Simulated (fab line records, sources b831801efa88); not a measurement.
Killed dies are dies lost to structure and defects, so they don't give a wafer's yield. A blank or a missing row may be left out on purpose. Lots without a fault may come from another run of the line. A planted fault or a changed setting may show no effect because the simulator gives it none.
A struck lot beside a sound one | flow sky130 | 15 steps out of a route of 708
Sound: wafers L421.2, L421.3, L421.6. Struck: wafer L418.2. (L418.5 of the same lot was not struck and is left out.) The cause comes at the end.
At each step with rows: each side's tool, then ch and its chambers, then its first start. Under that, the readings that differ: sound wafers | struck wafers | difference of the means | sigmas: that difference in standard deviations of wafers without a fault.
alike: readings whose means differ by less than 2 such deviations, and words and numbers that are the same on both sides. not compared: withheld readings, readings that some wafer has no value for, bounds like >300 that may hide the same value, and numbers for which the record gives no deviation and whose values overlap.
The two part at a step that has a row with sigmas, a row that says differs or no value, or rows on one side only. Numbers that don't overlap but have no deviation are shown without sigmas and don't part them. A reading that every wafer of one side lacks parts them only if that side has two wafers or more.

SKY_LDD_P_OVL_MEAS_08:
  sound on overlay-02, day 26 08:20; struck on overlay-01, day 25 09:23
  alike: LDD_P_OVL
then, 1 step without rows for these wafers: SKY_LDD_P_IMPLANT_09.
SKY_LDD_P_STRIP_10: strips in O2/N2.
  sound on plasma_asher-04 ch 1, day 26 08:31; struck on plasma_asher-03 ch 0, day 25 09:34
  alike: drypump_motor_current_A, oes_product_au, strip_time_to_endpoint_s
  not compared: rf_hours_counter_h
SKY_LDD_P_TW_MEAS_11:
  sound on film_metro-04, day 26 08:38; struck on film_metro-03, day 25 09:41
  alike: LDD_P_TW
then, 7 steps without rows for these wafers: SKY_LDD_HVN_DEHYDRATE_00 (time 60 s); SKY_LDD_HVN_HMDS_01 (prime time 60 s); SKY_LDD_HVN_COAT_02 (resist thk 300 nm); SKY_LDD_HVN_SOFTBAKE_03 (time 60 s); SKY_LDD_HVN_EXPOSE_04 (exposes mask HVNTM, target cd 700 nm); SKY_LDD_HVN_PEB_05; SKY_LDD_HVN_DEVELOP_06 (develop time 60 s).
SKY_LDD_HVN_OVL_MEAS_07:
  sound on overlay-02, day 27 12:33; struck on overlay-01, day 26 13:06
  alike: LDD_HVN_OVL
SKY_LDD_HVN_IMPLANT_08:
  sound on implanter-02 ch 0, day 27 12:36; struck on implanter-03 ch 0, day 26 13:09
  reading            | sound            | struck | difference | sigmas
  beam_on_s (s)      | 9.82 10.00 10.17 | 11.05  | +1.05      | +5
  faraday_current_uA | 172 169 167      | 153    | -16        | -5
  alike: end_station_pressure_torr, tilt_deg
SKY_LDD_HVN_STRIP_09: strips in O2/N2.
  sound on plasma_asher-01 ch 0,1, day 27 12:44; struck on plasma_asher-01 ch 1, day 26 13:17
  alike: drypump_motor_current_A, oes_product_au, strip_time_to_endpoint_s
  not compared: rf_hours_counter_h
-- the record jumps here: 23 days lie between the struck wafers' starts before and after (it left off in module LDD_HVN and takes up again in module PAD_OPEN, whose first step shown is number 708 of the route) --
SKY_PAD_OPEN_PROBE_99:
  sound on prober-02, day 50 13:58; struck on prober-01, day 50 00:44
  reading                        | sound          | struck | difference | sigmas
  model.etest.tip_n_5v.rs_ohm_sq | 1378 1388 1391 | 1273   | -113       |
  alike: killed_at_M0_to_M3, killed_at_M4_up, killed_at_contacts, killed_at_front_end, killed_at_other, killed_dies, killed_on_rim, killed_open, killed_short

WHERE THEY PART
Only at SKY_LDD_HVN_IMPLANT_08, within this record. Later steps at which nothing parts them and some readings are alike: SKY_LDD_HVN_STRIP_09, SKY_PAD_OPEN_PROBE_99.

WHY: what the simulator had put in
Process parameter drift: implanter-03, from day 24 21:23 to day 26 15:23, at SKY_LDD_HVN_IMPLANT_08. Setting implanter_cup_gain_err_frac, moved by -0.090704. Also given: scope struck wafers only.
